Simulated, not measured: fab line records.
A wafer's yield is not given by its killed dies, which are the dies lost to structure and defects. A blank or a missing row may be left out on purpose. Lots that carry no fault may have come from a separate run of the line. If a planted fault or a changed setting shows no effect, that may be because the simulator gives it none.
Struck lot and sound lot, side by side    flow sky130    15 out of 708 route steps
Sound: the wafers L868.1, L868.4, L868.5. Wafers struck: L883.1, L883.5, L883.6. The cause comes at the end.
Each step with rows lists, per side, the tool, then ch with its chambers, then its first start. Under that, the readings that differ: sound wafers    struck wafers    difference of the means    sigmas: that difference in standard deviations of wafers without a fault.
alike: readings with means less than 2 such deviations apart, plus words and numbers identical on both sides. not compared: withheld readings, readings lacking a value on some wafer, bounds such as >300 that could conceal the same value, and numbers that have no deviation in the record and whose values overlap.
A row with sigmas, a row that says differs or no value, or rows on one side alone: a step with any of these is where the two part. Non-overlapping numbers with no deviation appear without sigmas and do not part them. Lack of a reading on every wafer of one side parts them only where that side has two or more wafers.

first, 1 step without rows for these wafers: SKY_POLY_GATE_OXIDATION_20 (stabilise 600 s, purge 300 s, target thk 4 nm).
SKY_POLY_GATE_THK_MEAS_21:
  sound: film_metro-02 at day 17 19:28; struck: film_metro-01 at day 23 09:50
  alike: POLY_GATE_OXIDATION_THK
SKY_POLY_GATE_CD_MEAS_22:
  sound: cd_sem-01 at day 17 19:32; struck: cd_sem-01 at day 23 09:53
  alike: cd_nm
then, 7 steps without rows for these wafers: SKY_LDD_N_DEHYDRATE_00 (time 60 s); SKY_LDD_N_HMDS_01 (prime time 60 s); SKY_LDD_N_COAT_02 (resist thk 300 nm); SKY_LDD_N_SOFTBAKE_03 (time 60 s); SKY_LDD_N_EXPOSE_04 (exposes mask NTM, target cd 840 nm); SKY_LDD_N_PEB_05; SKY_LDD_N_DEVELOP_06 (develop time 60 s).
SKY_LDD_N_OVL_MEAS_07:
  sound: overlay-01 at day 19 01:10; struck: overlay-01 at day 24 16:13
  alike: LDD_N_OVL
after that, 1 step had no rows for these wafers: SKY_LDD_N_IMPLANT_08.
SKY_LDD_N_IMPLANT_09:
  sound on implanter-01 ch 0, day 19 01:22; struck on implanter-01 ch 0, day 24 16:24
reading        sound                        struck                         difference  sigmas
dose_ions_cm2  7.5e+13 7.515e+13 7.507e+13  7.646e+13 7.668e+13 7.653e+13  +1.483e+12  +20
  alike: beam_energy_keV, end_station_pressure_torr
after that, 1 step had no rows for these wafers: SKY_LDD_N_IMPLANT_10.
-- the record jumps here: 25 days lie between the struck wafers' starts before and after (it left off in module LDD_N and takes up again in module PAD_OPEN, whose first step shown is number 708 of the route) --
SKY_PAD_OPEN_PROBE_99:
  sound: prober-02 at day 46 13:32; struck: prober-02 at day 50 03:28
  alike: killed_at_M0_to_M3, killed_at_M4_up, killed_at_contacts, killed_at_front_end, killed_at_other, killed_dies, killed_open, killed_short

## WHERE THEY PART
At SKY_LDD_N_IMPLANT_09 and nowhere else, as far as this record goes. Later steps at which nothing parts them and some readings are alike: SKY_PAD_OPEN_PROBE_99.

WHY: what had been put in by the simulator
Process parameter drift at SKY_LDD_N_IMPLANT_09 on implanter-01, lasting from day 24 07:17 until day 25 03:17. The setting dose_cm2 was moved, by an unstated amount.
